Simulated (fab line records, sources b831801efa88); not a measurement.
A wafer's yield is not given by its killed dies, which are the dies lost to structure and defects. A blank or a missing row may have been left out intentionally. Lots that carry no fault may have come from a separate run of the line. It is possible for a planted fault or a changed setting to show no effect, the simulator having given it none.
Which tool was responsible? + flow sky130 + 13 lots with 39 wafers sampled at 3 steps, on a route of 708 steps

== WHAT THE GAUGES SHOWED, per wafer ==
SKY_VIA4_BOW_MEAS_03. Usual: for VIA4_BOW the level is 79 um and the standard deviation is 9.
| lot  | measured     | on            | VIA4_BOW (um) | flag |
|------|--------------|---------------|---------------|------|
| L865 | day 42 01:52 | film_metro-01 | 73 76 73      |      |
| L866 | day 42 08:50 | film_metro-04 | 82 81 78      |      |
| L869 | day 42 22:41 | film_metro-01 | 84 93 98      |      |
| L870 | day 43 16:53 | film_metro-01 | 95 87 85      |      |
| L871 | day 43 18:19 | film_metro-01 | 82 89 70      |      |
| L872 | day 44 04:04 | film_metro-01 | 66 64 84      |      |
| L874 | day 44 09:35 | film_metro-02 | 83 71 78      |      |
| L876 | day 45 02:10 | film_metro-04 | 72 68 76      |      |
| L877 | day 45 12:02 | film_metro-02 | 82 73 88      |      |
| L878 | day 45 14:53 | film_metro-02 | 79 76 66      |      |
| L882 | day 46 16:22 | film_metro-01 | 74 84 81      |      |
| L883 | day 47 03:48 | film_metro-04 | 83 91 91      |      |
| L886 | day 48 02:08 | film_metro-02 | 104 89 82     |      |

SKY_VIA4_OVL_MEAS_11. Usual: for VIA4_OVL the level is 0.5 nm and the standard deviation is 1.4.
| lot  | measured     | on         | VIA4_OVL (nm)  | flag |
|------|--------------|------------|----------------|------|
| L865 | day 43 00:44 | overlay-02 | 0.1 1.2 0.0    |      |
| L866 | day 43 07:55 | overlay-01 | -2.9 0.3 -0.2  |      |
| L869 | day 43 19:19 | overlay-02 | 3.2 2.2 2.5    |      |
| L870 | day 44 15:24 | overlay-02 | 1.6 1.5 2.3    |      |
| L871 | day 44 16:32 | overlay-01 | 2.0 1.0 1.9    |      |
| L872 | day 45 01:33 | overlay-01 | 2.3 -0.9 0.2   |      |
| L874 | day 45 06:50 | overlay-01 | 3.7 2.1 1.9    |      |
| L876 | day 45 22:17 | overlay-02 | 2.0 1.3 1.4    |      |
| L877 | day 46 09:26 | overlay-02 | -1.6 -1.0 0.3  |      |
| L878 | day 46 12:17 | overlay-01 | -0.9 -1.3 -1.1 |      |
| L882 | day 47 12:24 | overlay-01 | 1.3 -0.1 -0.1  |      |
| L883 | day 47 23:27 | overlay-02 | -1.9 1.3 0.1   |      |
| L886 | day 48 20:13 | overlay-01 | 1.6 0.9 1.8    |      |

SKY_VIA4_THK_MEAS_20: measures by xrf. Usual: for VIA4_W_THK the level is 520 nm and the standard deviation is 5.6.
| lot  | measured     | on            | VIA4_W_THK (nm) | flag |
|------|--------------|---------------|-----------------|------|
| L865 | day 43 01:47 | film_metro-04 | 521 522 514     |      |
| L866 | day 43 08:57 | film_metro-01 | 516 523 514     |      |
| L869 | day 43 20:31 | film_metro-01 | 521 527 527     |      |
| L870 | day 44 16:26 | film_metro-01 | 516 530 519     |      |
| L871 | day 44 17:34 | film_metro-04 | 524 521 513     |      |
| L872 | day 45 02:35 | film_metro-01 | 514 524 523     |      |
| L874 | day 45 07:55 | film_metro-01 | 522 510 520     |      |
| L876 | day 45 23:23 | film_metro-04 | 532 530 536     |      |
| L877 | day 46 10:28 | film_metro-04 | 518 523 523     |      |
| L878 | day 46 13:20 | film_metro-04 | 509 518 509     |      |
| L882 | day 47 13:26 | film_metro-04 | 525 516 515     |      |
| L883 | day 48 00:29 | film_metro-02 | 516 518 518     |      |
| L886 | day 48 21:37 | film_metro-02 | 524 522 516     |      |

== EACH LOT AND THE TOOL THAT RAN IT (in order: tool; ch and the chambers of the sampled wafers; start) ==
There is no process step in the record ahead of these readings.

== WHAT THE TOOLS THEMSELVES READ (means of the sampled wafers that have a number; where no wafer has one, the mark that the record gives instead) ==
The record holds no such reading with a usual standard deviation.

== THE ANSWER, worked out from the rows above alone ==
Rule: a lot is off if the mean of its wafers that have a number lies more than 3 standard deviations from the usual mean. Also off: a lot with no number at a reading for which 4 or more lots have one. The other lots that the step has rows for count as sound. The gauges are gone through in route order, then the tools' own readings, and for those a lot's mean is taken as printed above. At the first step where some lot is off, the reading lying furthest off is the one used; lots without a number count as furthest.
No lot is off at any reading shown: from this, nothing can be told.

== WHAT THE SIMULATOR PUT IN ==
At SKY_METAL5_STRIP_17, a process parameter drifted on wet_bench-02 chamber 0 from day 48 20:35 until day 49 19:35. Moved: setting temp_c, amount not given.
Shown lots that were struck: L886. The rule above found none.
